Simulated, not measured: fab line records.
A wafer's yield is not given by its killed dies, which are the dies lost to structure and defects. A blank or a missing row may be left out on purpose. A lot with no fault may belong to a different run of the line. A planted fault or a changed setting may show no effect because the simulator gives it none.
Matching of chambers ; flow sky130 ; SKY_VIA1_CMP_24 on cmp-01: 4 sister chambers
The step polishes, stops on SiO2, t overpolish 15 s, target thk 0 nm. 8 wafers are shown with their chamber, then 8 later ones without.

== WAFERS WITH THEIR CHAMBER ==
wafer;chamber;motorCurrentA (A);timeToEndpointS (s)
L466.3;0;9.5;63
L476.3;1;11.1;67
L476.5;3;12.4;65
L476.6;0;10.0;64
L481.1;2;10.0;65
L481.5;2;9.0;65
L481.6;1;10.8;73
L483.1;3;11.8;65

== WAFERS WHOSE CHAMBER IS MISSING ==
wafer;motorCurrentA (A);timeToEndpointS (s)
L483.2;11.6;69
L483.5;10.0;63
L484.1;9.5;67
L484.3;11.7;71
L484.6;10.1;66
L485.2;9.6;69
L485.3;12.3;71
L485.6;9.1;65

== THE CHAMBER EACH PASSED THROUGH ==
wafer;from the rows above;in truth
L483.2;can't be placed: 1 or 3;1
L483.5;can't be placed: 0 or 2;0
L484.1;can't be placed: 2 or 0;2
L484.3;can't be placed: 1 or 3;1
L484.6;can't be placed: 2 or 0 or 1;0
L485.2;can't be placed: 2 or 0 or 1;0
L485.3;can't be placed: 3 or 1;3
L485.6;can't be placed: 2 or 0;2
Placed correctly: 0 of 8. Unplaceable from these rows: 8, with the true chamber sitting among the candidates in 8. Placed wrongly: 0.
How it was worked out, from the rows above alone: a wafer's distance from a chamber is the root of the sum, over the readings, of the square of ((its reading less the chamber's mean) divided by the reading's scatter). If the next closest chamber is less than 2 further off than the closest, the wafer can't be placed; otherwise it belongs to the closest. For every chamber, the mean is computed from those of its wafers that are shown. The scatter: the root of (the sum of the squares of (reading less its chamber's mean) over the shown wafers, divided by (wafers less chambers)).
